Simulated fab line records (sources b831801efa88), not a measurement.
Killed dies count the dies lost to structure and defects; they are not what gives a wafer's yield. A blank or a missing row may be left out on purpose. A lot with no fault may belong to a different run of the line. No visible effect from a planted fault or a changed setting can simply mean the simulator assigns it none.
Which tool was responsible?	flow gf180mcu	11 lots, 33 wafers sampled, at 4 steps of a route of 602

## WHAT THE GAUGES SHOWED, per wafer
GF_VT_IMPLANT_RS_MEAS_47: measures by four-point-probe.
lot	measured	on	NWELL_RS (ohm/sq)
L493	day 7 13:29	film-metro-03	486.7 487.6 486.7
L495	day 8 04:29	film-metro-01	486.0 486.9 487.6
L497	day 8 16:08	film-metro-03	486.5 486.4 486.6
L498	day 8 22:54	film-metro-01	488.6 488.6 487.7
L507	day 11 10:26	film-metro-03	476.6 476.7 476.6 477.4 476.7 476.8
L508	day 11 21:26	film-metro-03	475.4 476.7 477.1 476.0 475.5 477.3
L509	day 12 05:14	film-metro-01	476.3 478.3 477.5 476.8 476.9 477.6
L510	day 12 08:10	film-metro-02	488.8 489.6 488.2
L511	day 12 14:43	film-metro-03	488.2 488.7 488.5
L512	day 12 19:23	film-metro-01	488.6 489.4 488.8
L516	day 14 00:47	film-metro-01	486.7 486.8 487.2

## EACH LOT AND THE TOOL THAT RAN IT (in order: tool; ch and the chambers of the sampled wafers; start)
lot	GF_STI_ETCH_14	GF_DNWELL_STRIP_08	GF_NWELL_IMPLANT_08
L493	rie-si-01 ch 1,2, day 2 02:50	plasma-asher-03 ch 0,1, day 2 19:38	implanter-02 ch 0, day 3 07:51
L495	rie-si-02 ch 0,2,3, day 2 11:20	plasma-asher-03 ch 0,1, day 3 07:22	implanter-03 ch 0, day 3 20:30
L497	rie-si-02 ch 0,3, day 3 00:04	plasma-asher-02 ch 0,1, day 3 17:04	implanter-02 ch 0, day 4 04:49
L498	rie-si-01 ch 0,2,3, day 3 04:20	plasma-asher-03 ch 0,1, day 3 21:49	implanter-03 ch 0, day 4 10:32
L507	rie-si-02 ch 2,3, day 5 01:31	plasma-asher-03 ch 0,1, day 5 21:02	implanter-03 ch 0, day 6 12:04
L508	rie-si-01 ch 1,2, day 5 07:02	plasma-asher-01 ch 0,1, day 6 04:56	implanter-03 ch 0, day 6 20:07
L509	rie-si-02 ch 0,2,3, day 5 11:31	plasma-asher-02 ch 0,1, day 6 11:07	implanter-03 ch 0, day 7 02:40
L510	rie-si-02 ch 0,1,3, day 5 16:40	plasma-asher-01 ch 0,1, day 6 14:59	implanter-02 ch 0, day 7 06:18
L511	rie-si-02 ch 0,1,2, day 5 22:07	plasma-asher-03 ch 0,1, day 6 18:53	implanter-02 ch 0, day 7 10:42
L512	rie-si-02 ch 0,1,3, day 6 04:32	plasma-asher-01 ch 0,1, day 7 00:25	implanter-04 ch 0, day 7 15:52
L516	rie-si-02 ch 0,1,2, day 7 01:34	plasma-asher-03 ch 0,1, day 7 22:07	implanter-02 ch 0, day 8 14:13
- GF_STI_ETCH_14: etches Si in HBr/Cl2/O2, target depth 360 nm, time 102.9 s.
- GF_DNWELL_STRIP_08: strips in O2/N2.
- GF_NWELL_IMPLANT_08

## THE ANSWER, worked out from the rows above alone
Rule: the lots themselves supply what counts as usual. Put in order of their means at a reading, lots are off if they are a third of the lots or fewer, leave a main group of 4 or more, and stand apart from it by a gap of 3 or more times the standard deviation of the main group's means; of several such gaps the widest counts. If all means in a main group match to the digits the tables above print for the reading, that group is not used. Also off: a lot with no number at a reading for which 4 or more lots have one. Where the step has rows for the other lots, those lots are counted as sound.
Off: L507, L508, L509, seen at GF_VT_IMPLANT_RS_MEAS_47 (NWELL_RS). For the main group the mean is 487.7 ohm/sq and the standard deviation 0.95.
If a tool, at a process step before that reading, ran all the lots that are off and no sound lot after the first of them, it fits. Gauges at GF_VT_IMPLANT_RS_MEAS_47: tried the same way as those tools. One candidate fits, namely implanter-03 at GF_NWELL_IMPLANT_08. A fault onset in the window from L498 (day 4 10:32, its last sound lot) to L507 (day 6 12:04, its first lot off) fits.

## WHAT THE SIMULATOR PUT IN
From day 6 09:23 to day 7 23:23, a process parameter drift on implanter-03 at GF_NWELL_IMPLANT_08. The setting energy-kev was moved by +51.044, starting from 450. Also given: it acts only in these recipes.
Shown lots that were struck: L507, L508, L509. The same result came from the rule above.
